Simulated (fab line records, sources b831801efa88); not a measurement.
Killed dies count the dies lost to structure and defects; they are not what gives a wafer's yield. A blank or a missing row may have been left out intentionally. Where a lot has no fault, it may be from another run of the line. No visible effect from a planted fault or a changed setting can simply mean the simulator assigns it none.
Comparing a struck lot with a sound one    flow sky130    33 steps out of a route of 708
Sound: wafers L569.1, L569.3, L569.6. Wafers L572.1, L572.2, L572.6 were the ones struck. The cause is given at the end.
At each step with rows: each side's tool, then ch and its chambers, then its first start. Under that, the readings that differ: sound wafers    struck wafers    difference of the means    sigmas: that difference in standard deviations of wafers without a fault.
alike: a reading whose means differ by less than 2 such deviations, as well as words and numbers matching on both sides. not compared: withheld readings; readings where some wafer has no value; bounds like >300 that might hide an equal value; numbers whose values overlap and for which the record gives no deviation.
The two part at a step that has a row with sigmas, a row that says differs or no value, or rows on one side only. Non-overlapping numbers with no deviation appear without sigmas and do not part them. A reading that every wafer of one side lacks parts them only if that side has two wafers or more.

first, 7 steps without rows for these wafers: SKY_SONOS_TUNNEL_DEVELOP_06 (develop time 60 s); SKY_SONOS_TUNNEL_IMPLANT_09; SKY_SONOS_TUNNEL_WET_ETCH_10 (etches SiO2 in dHF, target depth 14 nm, time 280 s); SKY_SONOS_TUNNEL_STRIP_11 (strips in SPM, time 600 s); SKY_SONOS_TUNNEL_CLEAN_13 (cleans in dHF, time 20 s); SKY_SONOS_ONO_OXIDATION_00 (stabilise 600 s, purge 300 s, target thk 2.6 nm); SKY_SONOS_ONO_CVD_02 (deposits Si3N4 from DCS/NH3, target thk 10.5 nm, time 180 s).
SKY_SONOS_ONO_CVD_04: deposits SiO2 from SiH4/N2O, target thk 5.7199 nm.
  sound on lpcvd-03 ch 1, day 15 14:32; struck on lpcvd-03 ch 1, day 16 15:05
reading                                     sound              struck             difference  sigmas
model.SiO2_of_SONOS_ONO_CVD_04.thk nm (nm)  5.525 5.504 5.489  6.025 5.944 5.957  +0.469      
  alike: spike tc centre C, zone power top pct
SKY_SONOS_ONO_THK_MEAS_05:
  sound: film metro-04 at day 15 15:47; struck: film metro-01 at day 16 16:34
reading                    sound           struck          difference  sigmas
SONOS_ONO_CVD_04_THK (nm)  5.51 5.52 5.51  6.06 5.94 5.93  +0.46       +4
  not compared: hold
then, 22 steps without rows for these wafers: SKY_SONOS_ONO_HMDS_07 (prime time 60 s); SKY_SONOS_ONO_COAT_08 (resist thk 1140 nm); SKY_SONOS_ONO_SOFTBAKE_09 (time 60 s); SKY_SONOS_ONO_EXPOSE_10 (exposes mask ONOM, target cd 410 nm); SKY_SONOS_ONO_PEB_11; SKY_SONOS_ONO_DEVELOP_12 (develop time 60 s); SKY_SONOS_ONO_ETCH_15 (etches the open film in CHF3/O2, target depth 19.52 nm, time 7.8 s); SKY_SONOS_ONO_WET_ETCH_16 (etches SiO2 in dHF, target depth 14 nm, time 280 s); SKY_SONOS_ONO_STRIP_17 (strips in O2/N2); SKY_SONOS_ONO_WET_ETCH_18 (etches Si3N4 in H3PO4, target depth 15 nm, time 175.4 s); SKY_GATE_OXIDE_CLEAN_00 (cleans in SC1/SC2, time 150 s); SKY_GATE_OXIDE_OXIDATION_01 (stabilise 600 s, purge 300 s, target thk 10.268 nm); SKY_GATE_OXIDE_DEHYDRATE_03 (time 60 s); SKY_GATE_OXIDE_HMDS_04 (prime time 60 s); SKY_GATE_OXIDE_COAT_05 (resist thk 1140 nm); SKY_GATE_OXIDE_SOFTBAKE_06 (time 60 s); SKY_GATE_OXIDE_EXPOSE_07 (exposes mask LVOM, target cd 600 nm); SKY_GATE_OXIDE_PEB_08; SKY_GATE_OXIDE_DEVELOP_09 (develop time 60 s); SKY_GATE_OXIDE_IMPLANT_11; SKY_GATE_OXIDE_WET_ETCH_12 (etches SiO2 in dHF, target depth 16.8 nm, time 336 s); SKY_GATE_OXIDE_STRIP_13 (strips in O2/N2).
-- the record jumps here: 3 days lie between the struck wafers' starts before and after --
SKY_GATE_OXIDE_CLEAN_15: cleans in SC1/SC2, time 150 s.
  sound on wet bench-03 ch 2, day 18 02:06; struck on wet bench-01 ch 2, day 19 05:29
reading                                     sound              struck             difference  sigmas
model.SiO2_of_SONOS_ONO_CVD_04.thk nm (nm)  4.002 3.977 3.963  4.511 4.424 4.438  +0.477      
-- here the record skips 30 days between the struck wafers' starts before and after, leaving off in module GATE_OXIDE and picking up in module PAD_OPEN (first step shown: number 708 of the route) --
SKY_PAD_OPEN_PROBE_99:
  sound: prober-01 at day 48 11:34; struck: prober-02 at day 49 04:28
reading                                  sound                struck                difference  sigmas
killed at contacts                       16 15 14             31 33 23              +14         +2
model.etest.sonos uncharged.r on ohm um  791.3 806.4 795.1    809.5 818.2 808.8     +14.6       
model.etest.cap ono.gate log10 a cm2     -7.65 -7.688 -7.656  -8.263 -8.166 -8.135  -0.523      
model.etest.cap ono.tox acc nm (nm)      12.64 12.69 12.65    13.08 13.09 13.02     +0.40       
model.etest.sonos programmed.vt v (V)    1.611 1.557 1.574    1.333 1.345 1.375     -0.230      
model.etest.sonos erased.vt v (V)        -2.349 -2.36 -2.358  -2.118 -2.205 -2.177  +0.189      
model.etest.sonos baked.vt v (V)         1.058 1.083 1.053    0.8345 0.8682 0.9063  -0.1950     
  alike: killed_at_M0_to_M3, killed_at_M4_up, killed at front end, killed at other, killed dies, killed open, killed short
  not compared: model.etest.cap ono.gate bv v, model.etest.sonos baked.vt less v

== WHERE THEY PART ==
First at SKY_SONOS_ONO_THK_MEAS_05; last, within this record, at SKY_PAD_OPEN_PROBE_99.

WHY: what had been put in by the simulator
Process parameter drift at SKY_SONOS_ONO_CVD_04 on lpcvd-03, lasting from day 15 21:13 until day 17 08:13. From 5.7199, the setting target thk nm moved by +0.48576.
